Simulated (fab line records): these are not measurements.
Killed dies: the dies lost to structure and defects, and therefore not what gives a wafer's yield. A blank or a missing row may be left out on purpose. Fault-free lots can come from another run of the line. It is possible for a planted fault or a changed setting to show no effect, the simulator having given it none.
A lot that was struck, set against a sound lot -- flow sky130 -- 43 out of 708 route steps
Sound: wafers L622.1, L622.4, L622.5. The struck wafers were L640.2, L640.4, L640.5. The cause is named last.
Per side, at each step with rows, come the tool, then ch with its chambers, and then its first start. Under that, the readings that differ: sound wafers -- struck wafers -- difference of the means -- sigmas: that difference in standard deviations of wafers without a fault.
alike: a reading whose means differ by less than 2 such deviations, as well as words and numbers matching on both sides. not compared: withheld readings; readings where some wafer has no value; bounds like >300 that might hide an equal value; numbers whose values overlap and for which the record gives no deviation.
The two part at a step that has a row with sigmas, a row that says differs or no value, or rows on one side only. When numbers do not overlap yet have no deviation, they are printed without sigmas and do not part them. A reading missing from all wafers of one side parts the sides only when that side holds two or more wafers.

first, 3 steps without rows for these wafers: SKY_VIA2_STRIP_17 (strips in post etch residue remover, time 1200 s); SKY_VIA2_CLEAN_18 (cleans in IPA, time 180 s); SKY_VIA2_CLEAN_19 (cleans in O3/DIW).
SKY_VIA2_SPUTTER_20: material TiN, target thk 20 nm, time 80 s.
  sound on pvd sputter-03, day 37 05:23; struck on pvd sputter-03, day 42 10:58
  alike: throttle valve pct
SKY_VIA2_CVD_21: deposits W, target thk 420 nm, time 126.4 s.
  sound on cvd w-01 ch 0,1, day 37 05:28; struck on cvd w-02 ch 0,1, day 42 11:01
  alike: heater power w
SKY_VIA2_RS_MEAS_22: the measuring method here is four-point-probe.
  sound on film metro-02, day 37 05:35; struck on film metro-01, day 42 11:10
  alike: VIA2_W_RS
SKY_VIA2_THK_MEAS_23: measures by xrf.
  sound on film metro-02, day 37 05:43; struck on film metro-01, day 42 11:17
reading,sound,struck,difference,sigmas
VIA2_W_THK (nm),405 409 401,440 436 441,+34,+4
then, 3 steps without rows for these wafers: SKY_VIA2_CMP_24 (polishes, stops on SiO2, t overpolish 20 s, target thk 0 nm); SKY_METAL3_SPUTTER_00 (material Ti, target thk 15 nm, time 10 s); SKY_METAL3_SPUTTER_01 (material TiN, target thk 20 nm, time 16.7 s).
SKY_METAL3_SPUTTER_02: material AlCu, target thk 735 nm, time 39.1 s.
  sound on pvd sputter-01, day 37 06:07; struck on pvd sputter-02, day 42 11:41
  alike: throttle valve pct
SKY_METAL3_SPUTTER_03: material Ti, target thk 5 nm, time 3.3 s.
  sound on pvd sputter-01, day 37 06:09; struck on pvd sputter-02, day 42 11:43
  alike: throttle valve pct
SKY_METAL3_SPUTTER_04: material TiN, target thk 70 nm, time 58.3 s.
  sound on pvd sputter-01, day 37 06:10; struck on pvd sputter-02, day 42 11:44
  alike: throttle valve pct
then, 1 step without rows for these wafers: SKY_CAPM_CVD_00 (deposits SiO2, target thk 15.5 nm).
SKY_CAPM_THK_MEAS_01:
  sound on film metro-04, day 37 06:14; struck on film metro-04, day 42 11:49
  alike: CAPM_CVD_00_THK
then, 1 step without rows for these wafers: SKY_CAPM_SPUTTER_02 (material TiN, target thk 200 nm, time 166.7 s).
SKY_CAPM_RS_MEAS_03: the measuring method here is four-point-probe.
  sound on film metro-02, day 37 06:25; struck on film metro-02, day 42 11:59
  alike: CAPM_TIN_RS
SKY_CAPM_THK_MEAS_04: measures by xrf.
  sound on film metro-02, day 37 06:32; struck on film metro-02, day 42 12:06
  alike: CAPM_TIN_THK
then, 7 steps without rows for these wafers: SKY_CAPM_DEHYDRATE_05 (time 60 s); SKY_CAPM_HMDS_06 (prime time 60 s); SKY_CAPM_COAT_07 (resist thk 1140 nm); SKY_CAPM_SOFTBAKE_08 (time 60 s); SKY_CAPM_EXPOSE_09 (exposes mask CAPM, target cd 1000 nm); SKY_CAPM_PEB_10; SKY_CAPM_DEVELOP_11 (develop time 60 s).
SKY_CAPM_OVL_MEAS_12:
  sound on overlay-02, day 38 08:09; struck on overlay-01, day 43 11:04
  alike: CAPM_OVL
then, 13 steps without rows for these wafers: SKY_CAPM_METAL_ETCH_13 (etches TiN in Cl2/BCl3, stops on SiO2, target depth 220 nm, time 62.9 s); SKY_CAPM_STRIP_14 (strips in O2/N2); SKY_CAPM_STRIP_15 (strips in post etch residue remover, time 1200 s); SKY_CAPM_CLEAN_16 (cleans in IPA, time 180 s); SKY_CAPM_CLEAN_17 (cleans in O3/DIW); SKY_METAL3_DEHYDRATE_05 (time 60 s); SKY_METAL3_HMDS_06 (prime time 60 s); SKY_METAL3_COAT_07 (resist thk 60 nm); SKY_METAL3_COAT_08 (resist thk 1140 nm); SKY_METAL3_SOFTBAKE_09 (time 90 s); SKY_METAL3_EXPOSE_10 (exposes mask MM3, target cd 300 nm); SKY_METAL3_PEB_11; SKY_METAL3_DEVELOP_12 (develop time 60 s).
SKY_METAL3_CD_MEAS_13: the cd target is 300 nm.
  sound on cd sem-02, day 39 09:16; struck on cd sem-02, day 44 09:58
  alike: cd nm
SKY_METAL3_OVL_MEAS_14:
  sound on overlay-02, day 39 09:23; struck on overlay-02, day 44 10:04
  alike: METAL3_OVL
SKY_METAL3_DESCUM_15: chemistry O2, time 8 s.
  sound on rie metal-01 ch 0,1, day 39 09:26; struck on rie metal-02 ch 1, day 44 10:06
  alike: drypump motor current A, oes product au
  not compared: rf hours counter h
-- the record jumps here: 6 days lie between the struck wafers' starts before and after (it left off in module METAL3 and takes up again in module PAD_OPEN, whose first step shown is number 708 of the route) --
SKY_PAD_OPEN_PROBE_99:
  sound on prober-02, day 46 14:10; struck on prober-01, day 50 15:05
reading,sound,struck,difference,sigmas
defect limited yield (%),82.1 85.4 79.1,76.6 72.8 77.0,-6.7,-3
killed_at_M0_to_M3,48 33 51,79 102 74,+41,+6
killed dies,88 72 103,115 134 113,+33,+3
sort_bin_3_pad_short (%),0.6 0.6 0.6,3.5 1.0 1.8,+1.5,+4
sort_bin_5_function (%),9.3 8.3 12.8,14.8 17.9 13.0,+5.1,+3
sort n pass,404 420 389,377 358 379,-33,-3
sort yield pct (%),82.1 85.4 79.1,76.6 72.8 77.0,-6.7,-3
model.etest.tester.sort n pass,404 420 389,377 358 379,-33,
model.etest.tester.sort yield pct (%),82.11 85.37 79.06,76.63 72.76 77.03,-6.71,
model.etest.tester.sort_bin_5_pct (%),9.35 8.333 12.8,14.84 17.89 13.01,+5.09,
model.etest.tester.sort_bin_3_pct (%),0.6098 0.6098 0.6098,3.455 1.016 1.829,+1.490,
  alike: killed_at_M4_up, killed at contacts, killed at front end, killed at other, killed open, killed short, sort_bin_6_memory

## WHERE THEY PART
At SKY_VIA2_THK_MEAS_23 first; at SKY_PAD_OPEN_PROBE_99 last (within this record only).

WHY: whatever the simulator had introduced
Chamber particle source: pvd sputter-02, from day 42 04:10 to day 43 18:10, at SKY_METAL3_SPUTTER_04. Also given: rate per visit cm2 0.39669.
